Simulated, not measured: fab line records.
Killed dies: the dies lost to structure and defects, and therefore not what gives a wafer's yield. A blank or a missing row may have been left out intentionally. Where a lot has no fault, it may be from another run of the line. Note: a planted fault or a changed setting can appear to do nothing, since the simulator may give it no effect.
One fault through the eyes of 2 desks | flow gf180mcu | every desk sees just its own numbers, and what lay behind them comes last

== AT THE TOOL OWNER'S DESK: rieDiel-01 ==
The tool's own readings at GF_SAB_ETCH_11 (etches SiO2 in C4F8/O2/Ar, target depth 55 nm, time 8.5 s): means of the sampled wafers that have a number, for each lot that ran on this tool. Any lot whose mean is over 4 standard deviations away from the usual mean is out of limits and marked OUT; that distance is given in the brackets.
Columns: A = chamberPressureMTorr at GF_SAB_ETCH_11, usual 40.01 mTorr; B = oesProductAu at GF_SAB_ETCH_11, usual 0.996 a.u.; C = rfFwdPowerW at GF_SAB_ETCH_11, usual 1469 W
lot  | first seen here | A     | B     | C
L793 | day 20 22:16    | 39.99 | 0.997 | 1468
L794 | day 21 00:41    | 40.01 | 0.978 | 1391 (-12) OUT
L799 | day 22 03:50    | 40.02 | 0.984 | 1394 (-11) OUT
This desk's verdict: out of limits on L794, L799, starting with L794 at day 21 00:41 (rfFwdPowerW at GF_SAB_ETCH_11). L793: within limits.

== FROM THE METROLOGY DESK ==
What the gauges read, lot by lot, whatever tool the lot ran on: means of the sampled wafers that have a number. Any lot whose mean is over 4 standard deviations away from the usual mean is out of limits and marked OUT; that distance is given in the brackets.
Columns: A = PSD_RS at GF_PSD_RS_MEAS_15, usual 108.7 ohm/sq; B = SAB_CVD_00_THK at GF_SAB_THK_MEAS_01, usual 50.1 nm; C = cdNm at GF_SAB_CD_MEAS_09, usual 420.7 nm; D = SAB_OVL at GF_SAB_OVL_MEAS_10, usual -0.4 nm
lot  | first seen here | A     | B    | C     | D
L785 | day 16 04:35    | 108.6 | 50.4 | 422.7 | -1.0
L793 | day 19 21:38    | 108.3 | 50.3 | 415.9 | -2.1
L794 | day 20 00:05    | 108.7 | 49.7 | 418.4 | 0.9
L796 | day 20 11:32    | 108.5 | 49.9 | 420.0 | -0.6
L799 | day 21 04:08    | 108.7 | 50.1 | 422.0 | -0.7
L803 | day 22 15:07    | 108.6 | 50.2 | 421.7 | -1.2
Finding of this desk: none of the 6 lots has anything out of limits.

== PUT TOGETHER ==
At day 21 00:41, on L794, L799, the tool owner's desk was in a position to raise an alarm.
From the metrology desk's view, nothing was out of limits.
The metrology desk holds a record of L794, L799, inside its limits.
All the named lots went through GF_SAB_ETCH_11 on rieDiel-01.

== WHAT HAD BEEN PUT IN BY THE SIMULATOR ==
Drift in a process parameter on rieDiel-01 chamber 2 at GF_SAB_ETCH_11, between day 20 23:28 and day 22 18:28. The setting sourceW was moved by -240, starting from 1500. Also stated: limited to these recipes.
Struck lots among those shown: L794, L799.
How many hours passed from the start of the fault until each desk's first out-of-limits reading: the tool owner's desk, 1.
